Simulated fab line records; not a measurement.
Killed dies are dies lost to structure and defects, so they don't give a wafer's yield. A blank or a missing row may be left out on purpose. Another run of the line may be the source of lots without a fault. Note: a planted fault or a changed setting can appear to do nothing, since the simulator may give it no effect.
fab line records | flow sky130
record: lots: 12 wafers: 34 last_day: 50
route steps=708 shown PWDE@54 VT_ADJUST_LVTN@106 VT_ADJUST_NCORE@129 VT_ADJUST_PCH@149 PAD_OPEN@708
lots that met no fault: from a run of the same line without faults
start_h: hours from the record's opening day to when the first of the lot's shown wafers began | wait_h: how many hours have passed since the lot's step before this one | " unchanged from the row above | L1.1+2: one row covering several wafers at once | - value missing, or start not given | * or withheld: withheld | < > ~ a bound
route shown NAME@n: names a module that has steps shown in the file, with the first one's number in the route | usual: mean/standard deviation of fault-free wafers | same: alike in all rows | chamber/n: place in a boat | sites: the reading at each site | _std_site: their standard deviation | _edge_site: mean of outer sites minus mean of inner sites | radius_mm: how far each site lies from the wafer's centre | mask NAME#n: copy n | behind: the most recent tool/chamber to have shaped the wafer | hold: cause of the lot's hold/its duration in hours/its outcome | device: names the non-switching transistor (n, p or np) | end of line: the same wafers' tests at the end of the route | step lacking rows: just its recipe | killed: the dies lost at the first sort to structure and to defects; this is not the yield of the wafer | map: per-die view of a wafer (x killed, . not killed, _ where there is no die)
set.NAME: the setting the step ran with; set.NAME@STEP: the setting that earlier step ran with | model.NAME: the simulator's own value behind a step, which no gauge read
route steps across a sampled set of lots; one table per step, one row per wafer
services: the hour from which a tool's chamber was out of use, counted from the record's first day as start_h (under 0 if before that day), plus the number of hours and why
== steps ==
step: SKY_PWDE_STRIP_09
recipe: chemistry: O2/N2 power_w: 1400 pressure_mtorr: 1500 platen_temp_c: withheld o2_flow_sccm: 3000 n2_flow_sccm: 300 overash_fraction: 0.5
usual: chamber_pressure_mTorr: 1500.1/1.4 drypump_motor_current_A: 5.9/0.48 o2_flow_sccm: 3000/9.2 oes_product_au: 0.723/0.0044 strip_time_to_endpoint_s: 36.90/0.098
columns lot.wafer tool chamber start_h wait_h chamber_pressure_mTorr drypump_motor_current_A o2_flow_sccm oes_product_au rf_hours_counter_h strip_time_to_endpoint_s
L640.2 plasma_asher-02 0 75.76 0.1 1500.0 6.2 3012 0.717 35 37.08
L640.3 " 1 " " 1502.5 5.4 2995 0.721 - 37.12
L640.5 " 0 " " 1498.2 6.3 3006 0.720 - 37.15
L641.2 plasma_asher-01 1 83.36 0.1 1500.9 6.1 3005 0.722 41 36.92
L641.3 " 0 " " 1502.1 5.5 2997 0.726 - 36.95
L641.4 " 1 " " 1501.3 6.0 2992 0.724 - 36.89
L645.1 plasma_asher-01 0 104.26 0.1 1500.2 5.5 2990 0.717 43 37.00
L645.2 " 1 " " 1500.4 6.0 3018 0.721 43 36.85
L645.3 " 1 " " 1498.6 6.0 3005 0.722 - 36.88
L646.1 plasma_asher-02 1 108.50 0.1 1499.5 5.4 3014 0.721 38 36.75
L646.4 " 1 " " 1501.2 5.4 2997 0.722 - 36.84
L646.5 " 1 " " 1498.1 5.4 3018 0.726 - 36.75
L649.3 plasma_asher-03 1 126.14 0.1 1501.3 6.6 3004 0.725 - 36.98
L649.4 " 0 " " 1500.7 5.4 2986 0.717 - 36.89
L649.5 " 0 " " 1500.2 5.4 2996 0.724 - 36.93
L650.2 plasma_asher-03 0 134.51 0.1 1503.5 5.4 2996 0.724 1 36.80
L650.4 " 0 " " 1499.6 5.4 2999 0.725 - 36.75
L650.5 " 1 " " 1498.6 6.6 2994 0.718 - 36.66
L651.2 plasma_asher-02 1 138.36 0.1 1497.5 5.4 3007 0.721 41 36.87
L651.4 " 1 " " 1501.4 5.4 3013 0.726 - 36.88
L651.6 " 0 " " 1500.9 6.2 3005 0.727 - 36.86
L655.2 plasma_asher-02 1 158.91 0.1 1501.3 5.4 3006 0.717 43 36.90
L655.3 " 0 " " 1501.4 6.2 3004 0.719 - 37.03
L655.5 " 1 " " 1499.3 5.4 3017 0.724 - 36.94
L657.1 plasma_asher-03 1 168.10 0.1 1501.2 6.6 3001 0.720 5 36.76
L657.2 " 0 " " 1499.5 5.4 3010 0.730 5 36.83
L657.4 " 1 " " 1497.7 6.6 3005 0.726 - 36.81
L658.1 plasma_asher-02 0 173.65 0.1 1498.6 6.3 3000 0.732 45 36.85
L658.5 " 0 " " 1500.3 6.2 3001 0.723 - 36.89
L660.1 plasma_asher-02 0 184.90 0.1 1498.2 6.2 3003 0.723 46 36.75
L660.5 " 0 " " 1499.0 6.3 3011 0.723 - 36.80
L662.1 plasma_asher-03 1 196.90 0.1 1501.2 6.6 2996 0.723 8 37.02
L662.3 " 0 " " 1497.6 5.4 2998 0.720 - 36.96
L662.6 " 1 " " 1499.4 6.6 2984 0.726 - 36.98
step: SKY_VT_ADJUST_LVTN_STRIP_09
recipe: chemistry: O2/N2 power_w: 1400 pressure_mtorr: 1500 platen_temp_c: withheld o2_flow_sccm: 3000 n2_flow_sccm: 300 overash_fraction: 0.5
usual: chamber_pressure_mTorr: 1499.9/1.3 drypump_motor_current_A: 5.7/0.31 o2_flow_sccm: 2999/8.6 oes_product_au: 0.722/0.0043 strip_time_to_endpoint_s: 36.90/0.11
columns lot.wafer tool chamber start_h wait_h chamber_pressure_mTorr drypump_motor_current_A o2_flow_sccm oes_product_au rf_hours_counter_h strip_time_to_endpoint_s
L640.2 plasma_asher-02 1 149.80 0.1 1499.7 5.4 3008 0.727 42 36.90
L640.3 " 1 " " 1499.4 5.4 3001 0.724 - 36.92
L640.5 " 1 " " 1501.5 5.4 2995 0.719 - 36.94
L641.2 plasma_asher-02 1 157.32 0.1 1498.4 5.4 3007 0.725 43 36.84
L641.3 " 0 " " 1499.3 6.2 3004 0.720 - 36.88
L641.4 " 1 " " 1499.8 5.4 2999 0.717 - 36.89
L645.1 plasma_asher-01 0 182.02 0.1 1499.8 5.6 2990 0.731 50 36.86
L645.2 " 1 " " 1498.6 6.0 3016 0.718 50 36.90
L645.3 " 0 " " 1499.0 5.6 3003 0.718 - 36.93
L646.1 plasma_asher-01 1 188.36 0.1 1500.1 6.0 2987 0.722 51 36.80
L646.4 " 0 " " 1498.6 5.6 3006 0.720 - 36.78
L646.5 " 1 " " 1501.5 6.0 2996 0.727 - 36.97
L649.3 plasma_asher-01 0 212.16 0.1 1499.2 5.6 3018 0.720 - 36.94
L649.4 " 1 " " 1500.8 6.0 3007 0.724 - 36.92
L649.5 " 0 " " 1497.8 5.6 3001 0.724 - 36.91
L650.2 plasma_asher-01 1 217.96 0.1 1498.7 6.0 3001 0.722 54 36.89
L650.4 " 0 " " 1499.8 5.5 2997 0.722 - 36.95
L650.5 " 1 " " 1500.7 6.0 2982 0.722 - 36.95
L651.2 plasma_asher-02 1 222.40 0.1 1501.8 5.3 3008 0.718 50 36.98
L651.4 " 1 " " 1499.5 5.4 3009 0.713 - 37.00
L651.6 " 0 " " 1500.6 6.3 3001 0.726 - 36.92
L655.2 plasma_asher-04 0 244.97 0.1 1500.1 5.3 3004 0.725 46 37.14
L655.3 " 0 " " 1498.5 5.4 2994 0.717 - 37.21
L655.5 " 0 " " 1498.7 5.3 3003 0.717 - 37.20
L657.1 plasma_asher-01 1 255.51 0.1 1498.8 6.0 3002 0.726 58 37.04
L657.2 " 0 " " 1500.5 5.6 3008 0.730 58 36.99
L657.4 " 0 " " 1501.9 5.6 3000 0.722 - 36.97
L658.1 plasma_asher-01 0 261.87 0.1 1499.5 5.6 3003 0.726 58 36.82
L658.5 " 0 " " 1499.0 5.6 3004 0.723 - 36.79
L660.1 plasma_asher-04 1 273.86 0.1 1500.3 5.8 3013 0.723 49 37.04
L660.5 " 0 " " 1501.1 5.3 3005 0.721 - 36.95
L662.1 plasma_asher-04 1 285.85 0.1 1498.6 5.8 3013 0.726 50 36.81
L662.3 " 0 " " 1501.3 5.3 2999 0.731 - 36.80
L662.6 " 1 " " 1501.1 5.8 2999 0.717 - 36.85
step: SKY_VT_ADJUST_NCORE_STRIP_10
recipe: chemistry: O2/N2 power_w: 1400 pressure_mtorr: 1500 platen_temp_c: withheld o2_flow_sccm: 3000 n2_flow_sccm: 300 overash_fraction: 0.5
usual: chamber_pressure_mTorr: 1500.1/1.5 drypump_motor_current_A: 5.9/0.46 o2_flow_sccm: 3000/9 oes_product_au: 0.715/0.0046 strip_time_to_endpoint_s: 14.18/0.042
columns lot.wafer tool chamber start_h wait_h chamber_pressure_mTorr drypump_motor_current_A o2_flow_sccm oes_product_au rf_hours_counter_h strip_time_to_endpoint_s
L640.2 plasma_asher-02 0 190.42 0.1 1499.4 6.2 2994 0.710 47 14.12
L640.3 " 0 " " 1501.1 6.3 3002 0.708 - 14.07
L640.5 " 0 " " 1501.5 6.3 2994 0.719 - 14.09
L641.2 plasma_asher-01 1 198.48 0.1 1501.5 6.0 3018 0.716 52 14.13
L641.3 " 0 " " 1498.9 5.6 2999 0.713 - 14.18
L641.4 " 1 " " 1500.7 6.0 3017 0.718 - 14.10
L645.1 plasma_asher-02 0 225.72 0.1 1500.1 6.2 2991 0.718 50 14.20
L645.2 " 1 " " 1499.3 5.4 2992 0.712 50 14.19
L645.3 " 0 " " 1500.3 6.2 2994 0.715 - 14.21
L646.1 plasma_asher-03 0 232.57 0.1 1499.9 5.5 2992 0.715 9 14.19
L646.4 " 1 " " 1501.0 6.6 3003 0.710 - 14.14
L646.5 " 0 " " 1500.4 5.4 3007 0.713 - 14.12
L649.3 plasma_asher-02 0 256.65 0.1 1498.5 6.2 3002 0.711 - 14.24
L649.4 " 1 " " 1500.4 5.4 2999 0.715 - 14.26
L649.5 " 1 " " 1499.9 5.4 3000 0.713 - 14.20
L650.2 plasma_asher-03 1 262.32 0.1 1498.5 6.6 2998 0.706 12 14.24
L650.4 " 1 " " 1498.1 6.5 2991 0.718 - 14.27
L650.5 " 1 " " 1498.7 6.6 3013 0.715 - 14.25
L651.2 plasma_asher-01 1 267.57 0.1 1500.4 6.1 3019 0.726 59 14.20
L651.4 " 0 " " 1500.5 5.6 3017 0.712 - 14.19
L651.6 " 1 " " 1499.5 6.0 3003 0.717 - 14.22
L655.2 plasma_asher-01 0 291.17 0.1 1501.7 5.6 3002 0.717 62 14.19
L655.3 " 0 " " 1500.8 5.6 3007 0.715 - 14.20
L655.5 " 0 " " 1498.3 5.5 3008 0.721 - 14.19
L657.1 plasma_asher-02 1 300.53 0.1 1497.3 5.4 2994 0.721 58 14.22
L657.2 " 0 " " 1500.6 6.3 3003 0.713 58 14.21
L657.4 " 0 " " 1500.6 6.2 3007 0.717 - 14.17
L658.1 plasma_asher-03 1 309.28 0.1 1501.0 6.6 2998 0.716 16 14.16
L658.5 " 0 " " 1501.3 5.4 2992 0.712 - 14.17
L660.1 plasma_asher-03 1 322.17 0.1 1498.8 6.6 2996 0.709 18 14.20
L660.5 " 0 " " 1503.2 5.4 2977 0.719 - 14.20
L662.1 plasma_asher-01 0 336.28 0.1 1499.3 5.6 2990 0.713 66 14.19
L662.3 " 0 " " 1501.0 5.6 2997 0.707 - 14.21
L662.6 " 0 " " 1500.6 5.6 2994 0.710 - 14.25
step: SKY_VT_ADJUST_PCH_DEVELOP_06
recipe: wall_angle_deg: 90 developer: TMAH develop_time_s: 60 dev_temp_c: 23
columns lot.wafer tool chamber start_h wait_h
L640.2+3+5 litho_track-03 0 233 -
L641.2+3+4 litho_track-03 0 243 -
L645.1+2+3 litho_track-02 0 270 -
L646.1+4+5 litho_track-02 0 277 -
L649.3+4+5 litho_track-03 0 303 -
L650.2+4+5 litho_track-03 0 309 -
L651.2+4+6 litho_track-03 0 315 -
L655.2+3+5 litho_track-03 0 343 -
L657.1+2+4 litho_track-03 0 354 -
L658.1+5 litho_track-03 0 363 -
L660.1+5 litho_track-03 0 377 -
L662.1+3+6 litho_track-02 0 390 -
step: SKY_VT_ADJUST_PCH_OVL_MEAS_07
usual: VT_ADJUST_PCH_OVL: 1.3/1.3
columns lot.wafer tool chamber start_h wait_h VT_ADJUST_PCH_OVL[nm]
L640.2 overlay-02 - 233.44 - 3.3
L640.3 " - " " 2.8
L640.5 " - " " 2.2
L641.2 overlay-02 - 243.54 - 1.9
L641.3 " - " " 2.7
L641.4 " - " " 3.0
L645.1 overlay-01 - 271.06 - 1.9
L645.2 " - " " 1.4
L645.3 " - " " 0.5
L646.1 overlay-01 - 277.16 - 1.2
L646.4 " - " " -1.2
L646.5 " - " " 0.6
L649.3 overlay-01 - 303.20 - 1.9
L649.4 " - " " -1.2
L649.5 " - " " 1.8
L650.2 overlay-01 - 309.24 - 1.4
L650.4 " - " " -0.3
L650.5 " - " " 1.1
L651.2 overlay-02 - 315.69 - 1.1
L651.4 " - " " 1.2
L651.6 " - " " 1.3
L655.2 overlay-01 - 343.69 - 0.3
L655.3 " - " " 2.9
L655.5 " - " " 0.7
L657.1 overlay-02 - 354.54 - -
L657.2 " - " " 1.8
L657.4 " - " " 3.3
L658.1 overlay-02 - 363.29 - -
L658.5 " - " " 1.2
L660.1 overlay-02 - 377.29 - -
L660.5 " - " " 2.2
L662.1 overlay-01 - 391.11 - 0.5
L662.3 " - " " 0.9
L662.6 " - " " 0.6
step: SKY_PAD_OPEN_PROBE_99
usual: killed_at_M0_to_M3: 43/7.3 killed_at_M4_up: 3.2/1.8 killed_at_contacts: 24/5.8 killed_at_front_end: 16/4.5 killed_at_other: 0.3/0.53 killed_dies: 87/9.9 killed_on_rim: 17/3.8 killed_open: 48/6.8 killed_short: 39/6.9
same: gross_dies: 492 killed_at_back_side: 0
columns lot.wafer tool chamber start_h wait_h killed_at_M0_to_M3 killed_at_M4_up killed_at_contacts killed_at_front_end killed_at_other killed_dies killed_on_rim killed_open killed_short
L657.1 prober-01 - 1173.23 0.1 34 9 26 422 1 492 96 46 47
L657.2 prober-01 - 1173.28 0.1 52 1 16 27 0 96 17 48 48
L657.4 prober-01 - 1173.38 0.2 45 4 29 17 0 95 12 52 43
L658.1 prober-02 - 1174.73 0.1 44 3 24 420 1 492 96 60 32
L658.5 prober-02 - 1174.93 0.2 41 3 23 14 0 81 20 46 35
L660.1 prober-02 - 1184.49 0.1 38 5 31 418 0 492 96 43 47
L660.5 prober-02 - 1184.69 0.2 46 3 35 15 0 99 17 63 36
L662.1 prober-02 - 1193.15 0.1 56 4 21 16 0 97 20 55 42
L662.3 prober-02 - 1193.25 0.2 47 3 23 18 0 91 15 57 34
L662.6 prober-02 - 1193.40 0.2 37 3 21 18 0 79 15 46 33
killed by level:class
L657.1 VT_ADJUST_PCH:area_develop=399 CONTACT:geometric_particle:open=11 VIA1:geometric_particle:open=11 FIELD_ISO:geometric_particle:short=8 METAL2:geometric_particle:short=7 FIELD_ISO:geometric_particle:open=6 POLY_GATE:geometric_particle:short=5 LI_CONTACT:geometric_particle:open=5
L657.2 VIA3:geometric_particle:open=10 CONTACT:geometric_particle:open=9 FIELD_ISO:geometric_particle:short=8 VIA1:geometric_particle:open=8 METAL1:geometric_particle:short=8 FIELD_ISO:geometric_particle:open=5 POLY_GATE:geometric_particle:short=5 METAL2:geometric_particle:short=5
L657.4 CONTACT:geometric_particle:open=11 VIA1:geometric_particle:open=10 LI_CONTACT:geometric_particle:open=8 METAL2:geometric_particle:short=8 VIA2:geometric_particle:open=7 POLY_GATE:geometric_particle:open=6 METAL1:geometric_particle:short=5 METAL3:geometric_particle:short=5
L658.1 VT_ADJUST_PCH:area_develop=400 VIA1:geometric_particle:open=15 CONTACT:geometric_particle:open=11 VIA2:geometric_particle:open=7 FIELD_ISO:geometric_particle:open=5 METAL2:geometric_particle:short=5 FIELD_ISO:geometric_particle:short=4 POLY_GATE:geometric_particle:open=4
L658.5 METAL2:geometric_particle:short=10 CONTACT:geometric_particle:open=9 VIA1:geometric_particle:open=9 POLY_GATE:geometric_particle:open=6 METAL2:geometric_particle:open=6 VIA2:geometric_particle:open=5 LI_CONTACT:geometric_particle:open=4 LOCAL_INTERCONNECT:geometric_particle:short=4
L660.1 VT_ADJUST_PCH:area_develop=402 CONTACT:geometric_particle:short=9 LI_CONTACT:geometric_particle:open=8 VIA1:geometric_particle:open=8 FIELD_ISO:geometric_particle:open=7 FIELD_ISO:geometric_particle:short=7 VIA2:geometric_particle:open=7 METAL4:geometric_particle:short=5
L660.5 CONTACT:geometric_particle:open=16 VIA2:geometric_particle:open=13 VIA3:geometric_particle:open=9 POLY_GATE:geometric_particle:open=6 LI_CONTACT:geometric_particle:open=6 LOCAL_INTERCONNECT:geometric_particle:short=6 VIA1:geometric_particle:open=5 FIELD_ISO:geometric_particle:open=4
L662.1 VIA1:geometric_particle:open=11 VIA2:geometric_particle:open=10 CONTACT:geometric_particle:open=8 VIA1:geometric_particle:short=8 METAL2:geometric_particle:short=8 VIA2:geometric_particle:short=7 LI_CONTACT:geometric_particle:open=7 VIA3:geometric_particle:open=6
L662.3 VIA1:geometric_particle:open=12 VIA2:geometric_particle:open=11 METAL1:geometric_particle:short=8 FIELD_ISO:geometric_particle:open=6 CONTACT:geometric_particle:open=6 LI_CONTACT:geometric_particle:open=5 LI_CONTACT:geometric_particle:short=5 METAL2:geometric_particle:short=4
L662.6 VIA1:geometric_particle:open=11 LI_CONTACT:geometric_particle:open=8 POLY_GATE:geometric_particle:open=6 POLY_GATE:geometric_particle:short=5 CONTACT:geometric_particle:open=5 METAL2:geometric_particle:short=5 VIA3:geometric_particle:open=5 LI_CONTACT:geometric_particle:short=4
== services ==
columns tool chamber start_h hours kind
plasma_asher-02 - 56.41 4.5 repair
plasma_asher-03 - 66.34 0.5 repair
plasma_asher-03 - 84.79 0.5 repair
plasma_asher-03 - 108.75 9.0 pm
plasma_asher-03 0 108.75 9.0 vent_cycle
plasma_asher-03 1 108.75 9.0 vent_cycle
plasma_asher-03 0 117.75 - clean
plasma_asher-03 1 117.75 - clean
plasma_asher-03 - 201.05 3.7 repair
plasma_asher-03 - 206.60 14.6 pm
plasma_asher-01 - 229.97 1.5 repair
plasma_asher-04 - 387.89 3.6 repair
== key ==
first_sign: step: SKY_VT_ADJUST_PCH_OVL_MEAS_07 reading: VT_ADJUST_PCH_OVL direction: missing
effect: step: SKY_PAD_OPEN_PROBE_99 reading: killed_at_front_end direction: up sigmas: 90 usual: 16 struck: 420
more_kills_born_at: SKY_VT_ADJUST_PCH_DEVELOP_06@litho_track-03: 1201
met_at SKY_VT_ADJUST_PCH_DEVELOP_06
struck_lots L657,L658,L660
struck_wafers L657.1,L658.1,L660.1
tester_left_out L657,L658,L660
not_acting_at SKY_PWDE_STRIP_09,SKY_VT_ADJUST_LVTN_STRIP_09,SKY_VT_ADJUST_NCORE_STRIP_10
onset_between 343 354
fault: kind: process_parameter_drift tool: litho_track-03 chamber: - onset_h: 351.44 steps: SKY_VT_ADJUST_PCH_DEVELOP_06 channel: develop_time_s offset: * shape: step end_h: 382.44 scope: struck_wafers_only acts_in: * stated: *
tester_left_out: of these lots the tester's yield and bins aren't shown, on N5 and GAA mostly nor the transistor test; their killed dies are dies lost to structure and defects alone, not to doping, threshold or leakage, so they don't give the yield
